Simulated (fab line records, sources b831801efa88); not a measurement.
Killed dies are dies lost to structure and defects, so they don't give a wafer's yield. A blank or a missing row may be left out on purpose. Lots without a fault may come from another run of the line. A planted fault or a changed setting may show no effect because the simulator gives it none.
fab line records | flow sky130
record lots=6 wafers=18 last_day=50
route steps=708 shown METAL2@506 VIA2@507 PAD_OPEN@708
lots that met no fault: from a run of the same line without faults
start_h: hours from the record's first day to the start of the lot's first wafer shown | wait_h: hours since the lot's step before | " the same as in the row above | L1.1+2: a row that stands for several wafers | - no value, or no start given | * or withheld: withheld | < > ~ a bound
route shown NAME@n: a module of which the file shows steps, and the number in the route of the first | usual: mean/standard deviation of fault-free wafers | same: alike in all rows | chamber/n: place in a boat | sites: the reading at each site | _std_site: their standard deviation | _edge_site: outer sites' mean less inner sites' | radius_mm: how far each site lies from the wafer's centre | mask NAME#n: copy n | behind: the tool/chamber that last shaped the wafer | hold: why the lot was held/for how many hours/how that ended | device: the transistor (n, p or np) that didn't switch | end of line: the same wafers' tests at the end of the route | a step without rows: its recipe alone | killed: dies lost to structure and defects at the first sort, not the wafer's yield | map: a wafer's dies, x killed, . not, _ none there
set.NAME: the setting as run; set.NAME@STEP: as run at that earlier step | model.NAME: the simulator's own value behind a step, which no gauge read
lots at some steps of the route; a table a step, a row a wafer
services: from which hour (start_h, from the record's first day; less than 0 if before it) a tool's chamber was out of use, for how many hours, and why
## steps
# step SKY_METAL2_CLEAN_23
# recipe chemistry=O3/DIW dry=n2_spin
# step SKY_VIA2_HDPCVD_00
# recipe material=SiO2 target_thk_nm=1180 sigma_open_frac=0.3 time_s=196.7 temp_c=400 sih4_flow_sccm=60 pressure_mtorr=6
# step SKY_VIA2_THK_MEAS_01
# recipe reads=SiO2_of_VIA2_HDPCVD_00
# usual VIA2_HDPCVD_THK=1184/9.6
# columns lot.wafer tool chamber start_h wait_h VIA2_HDPCVD_THK[nm]
L660.1 film_metro-01 - 866.26 0.1 1184
L660.3 " - " " 1181
L660.4 " - " " 1173
L662.4 film_metro-03 - 875.07 0.0 1205
L662.5 " - " " 1196
L662.6 " - " " 1191
L670.2 film_metro-01 - 919.87 0.1 1184
L670.4 " - " " 1172
L670.6 " - " " 1196
L673.3 film_metro-01 - 952.75 0.1 1172
L673.5 " - " " 1190
L673.6 " - " " 1205
L675.1 film_metro-01 - 959.04 0.1 1192
L675.2 " - " " 1184
L675.5 " - " " 1185
L679.1 film_metro-01 - 987.43 0.1 1182
L679.4 " - " " 1193
L679.5 " - " " 1189
# step SKY_VIA2_CMP_02
# recipe material=SiO2 down_force_psi=4 platen_rpm=60 pad_velocity_m_s=0.94248
# usual motor_current_A=11.5/1
# columns lot.wafer tool chamber start_h wait_h motor_current_A
L660.3 cmp-02 0 866.32 0.0 12.0
L660.1 " 1 " " 10.9
L660.4 " 2 " " 12.0
L662.4 cmp-02 1 875.25 0.2 11.0
L662.6 " 2 " " 12.3
L662.5 " 3 " " 10.1
L670.2 cmp-02 2 920.02 0.1 11.0
L670.4 " 3 " " 9.6
L670.6 " 0 " " 12.6
L673.3 cmp-02 3 952.84 0.1 10.1
L673.6 " 2 " " 12.5
L673.5 " 3 " " 10.4
L675.2 cmp-01 3 959.10 0.0 11.0
L675.1 " 0 " " 12.9
L675.5 " 0 " " 12.8
L679.4 cmp-01 0 987.49 0.0 13.1
L679.1 " 2 " " 11.0
L679.5 " 0 " " 13.5
# step SKY_VIA2_BOW_MEAS_03
# recipe mode=bow
# usual VIA2_BOW=86/6.9
# columns lot.wafer tool chamber start_h wait_h VIA2_BOW[um]
L660.1 film_metro-04 - 866.62 0.2 77
L660.3 " - " " 79
L660.4 " - " " 79
L662.4 film_metro-01 - 875.46 0.2 93
L662.5 " - " " 87
L662.6 " - " " 92
L670.2 film_metro-03 - 920.24 0.2 77
L670.4 " - " " 78
L670.6 " - " " 97
L673.3 film_metro-01 - 953.13 0.2 86
L673.5 " - " " 93
L673.6 " - " " 94
L675.1 film_metro-03 - 959.40 0.2 85
L675.2 " - " " 90
L675.5 " - " " 87
L679.1 film_metro-01 - 987.79 0.1 85
L679.4 " - " " 95
L679.5 " - " " 88
# step SKY_VIA2_DEHYDRATE_04
# recipe temp_c=200 time_s=60
# step SKY_VIA2_HMDS_05
# recipe prime_time_s=60 prime_temp_c=120
# step SKY_VIA2_COAT_06
# recipe resist=BARC temp_c=withheld time_s=withheld spin_rpm=3000 resist_thk_nm=60
# step SKY_VIA2_COAT_07
# recipe resist=KrF-thick spin_rpm=3000 resist_thk_nm=450
# step SKY_VIA2_SOFTBAKE_08
# recipe temp_c=100 time_s=90 resist=KrF-thick
# step SKY_VIA2_EXPOSE_09
# recipe mask_id=VIM2 na=0.8 source_shape=annular sigma_inner=0.55 sigma_outer=0.85 target_cd_nm=200 dose_mj=38
# step SKY_VIA2_PEB_10
# recipe peb_temp_c=withheld peb_time_s=withheld resist=KrF-thick
# step SKY_VIA2_DEVELOP_11
# recipe develop_time_s=60 resist=KrF-thick dev_temp_c=21
# usual developer_temp_C=20.99/0.1 exhaust_pa=45.2/0.86
# columns lot.wafer tool chamber start_h wait_h developer_temp_C exhaust_pa
L660.1 litho_track-02 0 892 - 21.08 45.6
L660.3 " 0 " " 21.08 44.8
L660.4 " 0 " " 21.13 45.6
L662.4 litho_track-04 0 901 - 20.99 45.2
L662.5 " 0 " " 21.01 45.0
L662.6 " 0 " " 21.06 45.4
L670.2 litho_track-02 0 944 - 22.99 45.5
L670.4 " 0 " " 23.03 46.4
L670.6 " 0 " " 23.12 46.2
L673.3 litho_track-02 0 977 - 23.13 45.8
L673.5 " 0 " " 23.00 45.3
L673.6 " 0 " " 22.86 44.8
L675.1 litho_track-01 0 983 - 20.88 45.5
L675.2 " 0 984 - 20.95 46.0
L675.5 " 0 " " 20.95 46.9
L679.1 litho_track-01 0 1010 - 20.88 45.0
L679.4 " 0 " " 20.98 44.0
L679.5 " 0 " " 20.88 46.2
# step SKY_VIA2_CD_MEAS_12
# recipe target_cd_nm=200
# usual cd_nm=199.7/1.7
# columns lot.wafer tool chamber start_h wait_h cd_nm
L660.1 cd_sem-02 - 892.24 - 200.3
L660.3 " - " " 199.9
L660.4 " - " " 200.9
L662.4 cd_sem-01 - 901.32 - 201.6
L662.5 " - " " 201.6
L662.6 " - " " 201.9
L670.2 cd_sem-02 - 945.01 - 200.6
L670.4 " - " " 199.1
L670.6 " - " " 198.8
L673.3 cd_sem-02 - 977.63 - 200.9
L673.5 " - " " 200.4
L673.6 " - " " 201.9
L675.1 cd_sem-02 - 984.13 - 198.2
L675.2 " - " " 198.6
L675.5 " - " " 199.0
L679.1 cd_sem-01 - 1010.48 - 199.8
L679.4 " - " " 199.1
L679.5 " - " " 200.2
# step SKY_PAD_OPEN_PROBE_99
# usual defect_limited_yield=82.4/2.1 killed_at_M0_to_M3=44/7 killed_at_M4_up=3.0/1.9 killed_at_contacts=24/5.4 killed_at_front_end=15/4.6 killed_at_other=0.3/0.5 killed_dies=87/10 killed_open=47/7 killed_short=40/6.2 sort_bin_3_pad_short=0.9/0.5 sort_bin_5_function=10.4/1.4 sort_bin_6_memory=6.3/1.2 sort_n_pass=405/10 sort_yield_pct=82.4/2.1
# same gross_dies=492 killed_at_back_side=0 sort_bin_4_leakage[%]=0 sort_bin_8_speed[%]=0
# columns lot.wafer tool chamber start_h wait_h defect_limited_yield[%] killed_at_M0_to_M3 killed_at_M4_up killed_at_contacts killed_at_front_end killed_at_other killed_dies killed_open killed_short sort_bin_3_pad_short[%] sort_bin_5_function[%] sort_bin_6_memory[%] sort_n_pass sort_yield_pct[%]
L660.1 prober-02 - 1109.01 0.1 85.4 45 1 13 13 0 72 34 38 1.2 8.1 5.3 420 85.4
L660.3 prober-02 - 1109.11 0.2 83.3 42 5 22 13 0 82 44 38 0.2 9.8 6.7 410 83.3
L660.4 prober-02 - 1109.16 0.2 83.9 44 1 26 8 0 79 41 38 0.6 10.6 4.9 413 83.9
L662.4 prober-02 - 1117.61 0.2 84.3 31 3 27 15 1 77 34 43 1.2 9.8 4.7 415 84.3
L662.5 prober-02 - 1117.66 0.2 82.3 36 5 22 24 0 87 43 44 1.2 12.2 4.3 405 82.3
L662.6 prober-02 - 1117.71 0.2 79.9 45 7 29 18 0 99 46 53 1.6 11.2 7.3 393 79.9
L670.2 prober-02 - 1151.86 0.1 83.9 48 1 14 16 0 79 38 41 1.8 8.7 5.5 413 83.9
L673.3 prober-02 - 1174.94 0.2 84.1 42 4 21 10 1 78 40 38 0 7.9 7.9 414 84.1
L673.5 prober-02 - 1175.04 0.2 83.1 50 3 17 13 0 83 46 37 0.4 10.6 5.9 409 83.1
L673.6 prober-02 - 1175.09 0.2 82.7 40 3 24 18 0 85 42 43 1.0 10.8 5.5 407 82.7
L675.1 prober-02 - 1180.30 0.1 81.9 52 2 24 11 0 89 49 40 1.4 11.0 5.7 403 81.9
L675.2 prober-02 - 1180.35 0.1 83.1 40 2 29 11 1 83 51 32 0.2 9.6 7.1 409 83.1
L675.5 prober-02 - 1180.50 0.2 80.9 53 4 24 11 2 94 52 42 0.6 11.6 6.9 398 80.9
# killed by level:class
L660.1 VIA1:geometric_particle:short=10 VIA1:geometric_particle:open=9 METAL1:geometric_particle:short=7 CONTACT:geometric_particle:open=5 VIA2:geometric_particle:open=5 VIA3:geometric_particle:short=5 FIELD_ISO:geometric_particle:open=4 FIELD_ISO:geometric_particle:short=4
L660.3 VIA1:geometric_particle:open=14 CONTACT:geometric_particle:open=8 METAL1:geometric_particle:short=7 FIELD_ISO:geometric_particle:short=5 LOCAL_INTERCONNECT:geometric_particle:short=5 VIA2:geometric_particle:open=5 LI_CONTACT:geometric_particle:open=4 CONTACT:geometric_particle:short=3
L660.4 VIA1:geometric_particle:open=10 CONTACT:geometric_particle:open=9 LI_CONTACT:geometric_particle:open=8 METAL3:geometric_particle:short=7 METAL1:geometric_particle:short=6 METAL2:geometric_particle:short=5 LOCAL_INTERCONNECT:geometric_particle:short=4 LI_CONTACT:geometric_particle:short=3
L662.4 LOCAL_INTERCONNECT:geometric_particle:short=7 LI_CONTACT:geometric_particle:open=6 CONTACT:geometric_particle:open=6 FIELD_ISO:geometric_particle:short=5 POLY_GATE:geometric_particle:short=4 LI_CONTACT:geometric_particle:short=4 CONTACT:geometric_particle:short=4 METAL1:geometric_particle:short=4
L662.5 METAL1:geometric_particle:short=11 POLY_GATE:geometric_particle:open=9 CONTACT:geometric_particle:short=8 VIA1:geometric_particle:open=8 CONTACT:geometric_particle:open=7 FIELD_ISO:geometric_particle:open=5 POLY_GATE:geometric_particle:short=4 LI_CONTACT:geometric_particle:short=4
L662.6 CONTACT:geometric_particle:open=12 METAL1:geometric_particle:short=9 METAL2:geometric_particle:short=9 VIA1:geometric_particle:open=8 LOCAL_INTERCONNECT:geometric_particle:short=7 POLY_GATE:geometric_particle:open=5 LI_CONTACT:geometric_particle:open=5 METAL4:geometric_particle:short=5
L670.2 VIA1:geometric_particle:open=9 METAL1:geometric_particle:short=8 FIELD_ISO:geometric_particle:short=7 VIA3:geometric_particle:open=7 LI_CONTACT:geometric_particle:open=6 VIA1:geometric_particle:short=6 VIA2:geometric_particle:open=5 POLY_GATE:geometric_particle:short=4
L673.3 VIA2:geometric_particle:open=11 VIA3:geometric_particle:open=10 CONTACT:geometric_particle:open=6 CONTACT:geometric_particle:short=6 LI_CONTACT:geometric_particle:open=5 METAL2:geometric_particle:short=5 LOCAL_INTERCONNECT:geometric_particle:short=4 METAL4:geometric_particle:short=4
L673.5 METAL2:geometric_particle:short=11 VIA1:geometric_particle:open=11 CONTACT:geometric_particle:open=8 VIA2:geometric_particle:open=7 VIA1:geometric_particle:short=6 VIA3:geometric_particle:open=6 FIELD_ISO:geometric_particle:open=5 LI_CONTACT:geometric_particle:open=5
L673.6 METAL2:geometric_particle:short=8 VIA2:geometric_particle:open=7 POLY_GATE:geometric_particle:open=6 LI_CONTACT:geometric_particle:short=6 LI_CONTACT:geometric_particle:open=6 CONTACT:geometric_particle:open=6 VIA1:geometric_particle:open=5 VIA3:geometric_particle:short=5
L675.1 VIA1:geometric_particle:open=11 METAL2:geometric_particle:short=11 LI_CONTACT:geometric_particle:open=8 METAL1:geometric_particle:short=7 VIA2:geometric_particle:open=7 CONTACT:geometric_particle:short=6 CONTACT:geometric_particle:open=6 FIELD_ISO:geometric_particle:short=4
L675.2 LI_CONTACT:geometric_particle:open=11 VIA3:geometric_particle:open=10 CONTACT:geometric_particle:open=7 METAL1:geometric_particle:short=6 VIA1:geometric_particle:open=6 METAL2:geometric_particle:open=5 VIA2:geometric_particle:open=5 LOCAL_INTERCONNECT:geometric_particle:short=4
L675.5 VIA1:geometric_particle:open=14 CONTACT:geometric_particle:open=11 VIA1:geometric_particle:short=7 VIA3:geometric_particle:open=6 METAL1:geometric_particle:short=6 VIA2:geometric_particle:open=6 LI_CONTACT:geometric_particle:open=5 METAL2:geometric_particle:short=5
## services
# columns tool chamber start_h hours kind
cmp-01 - 857.66 1.1 repair
cmp-02 - 912.07 4.0 pm
cmp-02 - 916.07 - consumable_replace:conditioner
cmp-02 - 916.07 - consumable_replace:pad
cmp-02 - 923.91 3.1 repair
cmp-01 - 972.43 1.9 repair
cmp-02 - 994.06 6.5 pm
cmp-02 - 1008.70 4.6 pm
## key
first_sign step=SKY_VIA2_DEVELOP_11 reading=developer_temp_C direction=up sigmas=19 usual=* struck=*
effect none on later readings
met_at SKY_VIA2_DEVELOP_11
struck_wafers L670.2,L670.4,L670.6,L673.3,L673.5,L673.6
onset_between 892 944
fault kind=process_parameter_drift tool=litho_track-02 chamber=- onset_h=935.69 steps=SKY_VIA2_DEVELOP_11 channel=dev_temp_c offset=* shape=step end_h=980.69 acts_in=* stated=*
